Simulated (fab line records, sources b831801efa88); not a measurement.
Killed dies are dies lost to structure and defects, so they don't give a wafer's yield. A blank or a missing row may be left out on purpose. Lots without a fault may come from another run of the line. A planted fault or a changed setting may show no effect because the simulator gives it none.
A struck lot beside a sound one | flow gf180mcu | 16 steps out of a route of 602
Sound: wafers L159.2, L159.3, L159.6. Struck: wafers L153.4, L153.5, L153.6. The cause comes at the end.
At each step with rows: each side's tool, then ch and its chambers, then its first start. Under that, the readings that differ: sound wafers | struck wafers | difference of the means | sigmas: that difference in standard deviations of wafers without a fault.
alike: readings whose means differ by less than 2 such deviations, and words and numbers that are the same on both sides. not compared: withheld readings, readings that some wafer has no value for, bounds like >300 that may hide the same value, and numbers for which the record gives no deviation and whose values overlap.
The two part at a step that has a row with sigmas, a row that says differs or no value, or rows on one side only. Numbers that don't overlap but have no deviation are shown without sigmas and don't part them. A reading that every wafer of one side lacks parts them only if that side has two wafers or more.

first, 1 step without rows for these wafers: GF_HV_LDD_IMPLANT_36.
GF_HV_LDD_STRIP_37: strips in O2/N2.
  sound on plasma_asher-02 ch 0,1, day 16 19:58; struck on plasma_asher-04 ch 0,1, day 14 14:58
  alike: drypump_motor_current_A, heater_power_w, oes_product_au, strip_time_to_endpoint_s
  not compared: rf_hours_counter_h
GF_HV_LDD_TW_MEAS_38:
  sound on film_metro-02, day 16 20:04; struck on film_metro-02, day 14 15:04
  alike: HV_LDD_3_TW
then, 7 steps without rows for these wafers: GF_HV_LDD_DEHYDRATE_39 (time 60 s); GF_HV_LDD_HMDS_40 (prime time 60 s); GF_HV_LDD_COAT_41 (resist thk 1000 nm); GF_HV_LDD_SOFTBAKE_42 (time 60 s); GF_HV_LDD_EXPOSE_43 (exposes mask Pplus HV AREA, target cd 400 nm); GF_HV_LDD_PEB_44; GF_HV_LDD_DEVELOP_45 (develop time 60 s).
GF_HV_LDD_CD_MEAS_46: target cd 400 nm.
  sound on cd_sem-02, day 17 18:53; struck on cd_sem-02, day 15 11:22
  alike: cd_nm
GF_HV_LDD_OVL_MEAS_47:
  sound on overlay-02, day 17 18:59; struck on overlay-01, day 15 11:27
  alike: HV_LDD_03_OVL
GF_HV_LDD_IMPLANT_48:
  sound on implanter-03 ch 0, day 17 19:02; struck on implanter-03, day 15 11:32
  no value came back on the struck wafers for beam_energy_keV, beam_on_s (s); on the sound wafers beam_energy_keV reads 24.999 24.993 24.995
GF_HV_LDD_STRIP_49: strips in O2/N2.
  sound on plasma_asher-04 ch 0,1, day 17 19:10; struck on plasma_asher-04 ch 0,1, day 15 11:39
  alike: drypump_motor_current_A, heater_power_w, oes_product_au, strip_time_to_endpoint_s
  not compared: rf_hours_counter_h
GF_HV_LDD_TW_MEAS_50:
  sound on film_metro-02, day 17 19:17; struck on film_metro-02, day 15 11:45
  reading     | sound       | struck   | difference | sigmas
  HV_LDD_4_TW | 576 577 577 | 30 30 30 | -547       | -99 or more
then, 1 step without rows for these wafers: GF_HV_LDD_CLEAN_51 (cleans in SC1/SC2, time 150 s).

WHERE THEY PART
First at GF_HV_LDD_IMPLANT_48; last, within this record, at GF_HV_LDD_TW_MEAS_50.

WHY: what the simulator had put in
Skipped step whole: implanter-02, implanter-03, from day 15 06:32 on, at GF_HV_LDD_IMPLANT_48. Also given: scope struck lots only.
